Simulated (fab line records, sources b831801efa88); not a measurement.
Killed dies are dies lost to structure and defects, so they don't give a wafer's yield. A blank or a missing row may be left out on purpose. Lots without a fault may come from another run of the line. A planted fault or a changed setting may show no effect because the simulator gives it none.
Which tool did it? | flow gf180mcu | 11 lots, 32 wafers sampled, at 5 steps of a route of 602

WHAT THE GAUGES READ, wafer by wafer
The record holds no reading of a measuring or inspecting step that can be judged against a usual standard deviation.

WHICH TOOL RAN EACH LOT (tool, then ch and the chambers of the sampled wafers, then the start)
lot  | GF_M5_METAL_ETCH_10               | GF_V5_CMP_04                  | GF_V5_ETCH_16                      | GF_V5_ETCH_17                                 | GF_TOP_METAL_SPUTTER_02
L115 | rie_metal-02 ch 0,1, day 26 17:44 | cmp-02 ch 1,3, day 26 18:45   | rie_diel-03 ch 0,1, day 27 16:04   | rie_diel-03 ch 0,1, day 27 17:45 or earlier   | pvd_sputter-02, day 27 17:45
L117 | rie_metal-02 ch 0,1, day 27 02:02 | cmp-02 ch 0,2,3, day 27 03:07 | rie_diel-04 ch 0,1,2, day 27 23:28 | rie_diel-04 ch 0,1,2, day 28 01:08 or earlier | pvd_sputter-01, day 28 01:08
L118 | rie_metal-04 ch 0,1, day 27 15:24 | cmp-02 ch 1,2,3, day 27 16:22 | rie_diel-04 ch 1,2,3, day 28 12:02 | rie_diel-04 ch 1,2,3, day 28 13:38 or earlier | pvd_sputter-03, day 28 13:38
L119 | rie_metal-01 ch 0,1, day 27 20:00 | cmp-01 ch 1,2,3, day 27 21:01 | rie_diel-02 ch 0,3, day 28 16:50   | rie_diel-02 ch 0,3, day 28 18:21 or earlier   | pvd_sputter-02, day 28 18:21
L120 | rie_metal-04 ch 0,1, day 28 10:44 | cmp-02 ch 0,1, day 28 11:37   | rie_diel-04 ch 2,3, day 29 07:17   | rie_diel-04 ch 2,3, day 29 08:53 or earlier   | pvd_sputter-02, day 29 08:53
L125 | rie_metal-04 ch 1, day 29 22:52   | cmp-02 ch 0,3, day 30 00:23   | rie_diel-02 ch 1,2, day 30 19:08   | rie_diel-02 ch 1,2, day 30 20:58 or earlier   | pvd_sputter-02, day 30 20:58
L133 | rie_metal-01 ch 0,1, day 32 00:52 | cmp-02 ch 0,2, day 32 05:46   | rie_diel-04 ch 2,3, day 32 22:14   | rie_diel-04 ch 2,3, day 32 23:44 or earlier   | pvd_sputter-03, day 32 23:44
L134 | rie_metal-04 ch 0,1, day 32 01:13 | cmp-02 ch 1,2,3, day 32 06:25 | rie_diel-02 ch 0,2,3, day 32 22:34 | rie_diel-02 ch 0,2,3, day 33 00:04 or earlier | pvd_sputter-03, day 33 00:04
L135 | rie_metal-01 ch 0, day 32 10:34   | cmp-01 ch 1,2,3, day 32 11:47 | rie_diel-02 ch 1,3, day 33 04:32   | rie_diel-02 ch 1,3, day 33 06:10 or earlier   | pvd_sputter-02, day 33 06:10
L136 | rie_metal-04 ch 0,1, day 32 15:51 | cmp-02 ch 0,1,2, day 32 16:44 | rie_diel-04 ch 0,1,2, day 33 08:32 | rie_diel-04 ch 0,1,2, day 33 10:04 or earlier | pvd_sputter-03, day 33 10:04
L137 | rie_metal-01 ch 0,1, day 32 16:22 | cmp-01 ch 2,3, day 32 18:14   | rie_diel-03 ch 0,3, day 33 09:58   | rie_diel-03 ch 0,3, day 33 11:35 or earlier   | pvd_sputter-02, day 33 11:35
- GF_M5_METAL_ETCH_10: etches the open film in Cl2/BCl3, stops on SiO2, target depth 750.8 nm, time 125.1 s.
- GF_V5_CMP_04: polishes SiO2.
- GF_V5_ETCH_16: etches BARC in N2/H2.
- GF_V5_ETCH_17: etches SiO2 in C4F8/O2/Ar, stops on TiN, target depth 855 nm.
- GF_TOP_METAL_SPUTTER_02: material AlCu, target thk 900 nm, time 47.82 s.

WHAT THE TOOLS THEMSELVES READ (means of the sampled wafers that have a number; where no wafer has one, the mark that the record gives instead)
GF_M5_METAL_ETCH_10.
lot  | tool         | drypump_motor_current_A (A) | mfc_cl2_sccm (sccm) | oes_product_au (a.u.) | rf_fwd_power_W (W) | throttle_valve_pct (%)
L115 | rie_metal-02 | 5.7                         | 79.77               | 0.985                 | 794.7              | 28.234
L117 | rie_metal-02 | 5.9                         | 79.93               | 0.993                 | 795.8              | 28.227
L118 | rie_metal-04 | 6.2                         | 80.03               | 0.984                 | 796.9              | 28.230
L119 | rie_metal-01 | 5.2                         | 79.83               | 0.994                 | 795.3              | 28.233
L120 | rie_metal-04 | 6.2                         | 79.81               | 0.986                 | 796.0              | 28.232
L125 | rie_metal-04 | 6.1                         | 80.08               | 0.994                 | 790.4              | 28.227
L133 | rie_metal-01 | 5.6                         | 79.77               | 0.994                 | 798.1              | 28.233
L134 | rie_metal-04 | 6.2                         | 80.33               | 0.991                 | 794.9              | 28.228
L135 | rie_metal-01 | 4.9                         | 80.08               | 0.993                 | 796.3              | 28.234
L136 | rie_metal-04 | 6.2                         | 79.79               | 0.995                 | 795.4              | 28.224
L137 | rie_metal-01 | 5.6                         | 80.20               | 0.990                 | 795.6              | 28.231

GF_V5_CMP_04.
lot  | tool   | motor_current_A (A)
L115 | cmp-02 | 13.1
L117 | cmp-02 | 13.5
L118 | cmp-02 | 13.8
L119 | cmp-01 | 13.4
L120 | cmp-02 | 13.5
L125 | cmp-02 | 13.7
L133 | cmp-02 | 14.3
L134 | cmp-02 | 13.1
L135 | cmp-01 | 13.3
L136 | cmp-02 | 13.5
L137 | cmp-01 | 12.8

GF_V5_ETCH_16.
lot  | tool        | drypump_motor_current_A (A) | oes_product_au (a.u.) | rf_fwd_power_W (W) | throttle_valve_pct (%)
L115 | rie_diel-03 | 5.9                         | 0.846                 | 496.9              | 13.225
L117 | rie_diel-04 | 5.5                         | 0.855                 | 495.1              | 13.230
L118 | rie_diel-04 | 5.6                         | 0.854                 | 496.9              | 13.229
L119 | rie_diel-02 | 5.8                         | 0.857                 | 495.7              | 13.222
L120 | rie_diel-04 | 5.8                         | 0.850                 | 495.9              | 13.224
L125 | rie_diel-02 | 5.5                         | 0.857                 | 495.1              | 13.229
L133 | rie_diel-04 | 5.8                         | 0.853                 | 495.3              | 13.222
L134 | rie_diel-02 | 5.7                         | 0.855                 | 494.7              | 13.226
L135 | rie_diel-02 | 5.6                         | 0.853                 | 496.0              | 13.231
L136 | rie_diel-04 | 5.4                         | 0.858                 | 494.9              | 13.222
L137 | rie_diel-03 | 5.5                         | 0.850                 | 495.6              | 13.224

GF_V5_ETCH_17.
lot  | tool        | oes_product_au (a.u.) | rf_fwd_power_W (W)
L115 | rie_diel-03 | 0.860                 | 1497
L117 | rie_diel-04 | 0.861                 | 1497
L118 | rie_diel-04 | 0.861                 | 1496
L119 | rie_diel-02 | 0.858                 | 1496
L120 | rie_diel-04 | 0.858                 | 1494
L125 | rie_diel-02 | 0.758                 | 1494
L133 | rie_diel-04 | 0.860                 | 1496
L134 | rie_diel-02 | 0.859                 | 1492
L135 | rie_diel-02 | 0.858                 | 1501
L136 | rie_diel-04 | 0.861                 | 1495
L137 | rie_diel-03 | 0.860                 | 1496

GF_TOP_METAL_SPUTTER_02.
lot  | tool           | throttle_valve_pct (%)
L115 | pvd_sputter-02 | 29.5
L117 | pvd_sputter-01 | 30.4
L118 | pvd_sputter-03 | 31.0
L119 | pvd_sputter-02 | 29.7
L120 | pvd_sputter-02 | 30.1
L125 | pvd_sputter-02 | 30.0
L133 | pvd_sputter-03 | 29.9
L134 | pvd_sputter-03 | 29.3
L135 | pvd_sputter-02 | 29.5
L136 | pvd_sputter-03 | 30.1
L137 | pvd_sputter-02 | 30.1

THE ANSWER, worked out from the rows above alone
Rule: what is usual is taken from the lots themselves. Put in order of their means at a reading, lots are off if they are a third of the lots or fewer, leave a main group of 4 or more, and stand apart from it by a gap of 3 or more times the standard deviation of the main group's means; of several such gaps the widest counts. A main group whose means are all the same, to the digits that the tables above print for the reading, isn't used. A lot without any number at a reading at which 4 lots or more have one is off too. The other lots that the step has rows for count as sound. The gauges are gone through in route order, then the tools' own readings, and for those a lot's mean is taken as printed above. The first step at which some lot is off is used, and at that step the reading that is off furthest; a lot without a number counts as furthest.
Off: L125, at GF_M5_METAL_ETCH_10 (rf_fwd_power_W). The main group: mean 795.9 W, standard deviation 0.96.
A tool fits if, at that step or a process step before it, it ran every lot that is off, and no sound lot after the first of them. None of those tried fits.

WHAT THE SIMULATOR HAD PUT IN
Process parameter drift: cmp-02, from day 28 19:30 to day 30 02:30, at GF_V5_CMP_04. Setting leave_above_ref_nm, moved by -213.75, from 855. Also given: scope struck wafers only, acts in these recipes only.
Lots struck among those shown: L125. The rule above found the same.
